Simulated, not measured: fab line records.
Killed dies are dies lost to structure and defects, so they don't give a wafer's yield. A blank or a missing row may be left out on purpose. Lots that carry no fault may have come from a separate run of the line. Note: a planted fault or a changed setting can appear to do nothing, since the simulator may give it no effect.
Which tool is to blame?    flow sky130    21 wafers from 7 lots sampled at 2 of the route's 708 steps

== WHAT THE GAUGES READ, wafer by wafer ==
SKY_LDD_P_CD_MEAS_07 targets a cd of 380 nm.
lot   measured      on        cdNm (nm)
L669  day 19 14:59  cdSem-01  379.8 381.5 383.9
L672  day 21 04:40  cdSem-01  382.9 382.5 382.3
L674  day 21 14:07  cdSem-01  379.7 381.1 379.7
L676  day 22 02:14  cdSem-02  381.2 383.6 384.3
L680  day 23 16:40  cdSem-01  381.1 381.5 380.7
L687  day 25 15:57  cdSem-02  378.4 377.7 378.9
L691  day 27 15:27  cdSem-01  378.8 378.1 377.0

== EACH LOT AND THE TOOL THAT RAN IT (in order: tool; ch and the chambers of the sampled wafers; start) ==
lot   SKY_VT_ADJUST_NCORE_DEVELOP_06
L669  lithoTrack-01 ch 0, day 9 01:41
L672  lithoTrack-03 ch 0, day 9 18:50
L674  lithoTrack-02 ch 0, day 10 10:22
L676  lithoTrack-03 ch 0, day 10 23:07
L680  lithoTrack-01 ch 0, day 12 02:58
L687  lithoTrack-02 ch 0, day 14 00:17
L691  lithoTrack-02 ch 0, day 15 15:29
- SKY_VT_ADJUST_NCORE_DEVELOP_06: develop time 60 s.

== THE ANSWER, worked out from the rows above alone ==
Rule: the lots themselves supply what counts as usual. Put in order of their means at a reading, lots are off if they are a third of the lots or fewer, leave a main group of 4 or more, and stand apart from it by a gap of 3 or more times the standard deviation of the main group's means; of several such gaps the widest counts. A main group is skipped when, at the precision printed for the reading in the tables above, its means are all equal. Also off: a lot with no number at a reading for which 4 or more lots have one. All remaining lots with rows at the step are treated as sound.
None of the lots is off at any reading shown; this tells nothing.

== WHAT THE SIMULATOR PUT IN ==
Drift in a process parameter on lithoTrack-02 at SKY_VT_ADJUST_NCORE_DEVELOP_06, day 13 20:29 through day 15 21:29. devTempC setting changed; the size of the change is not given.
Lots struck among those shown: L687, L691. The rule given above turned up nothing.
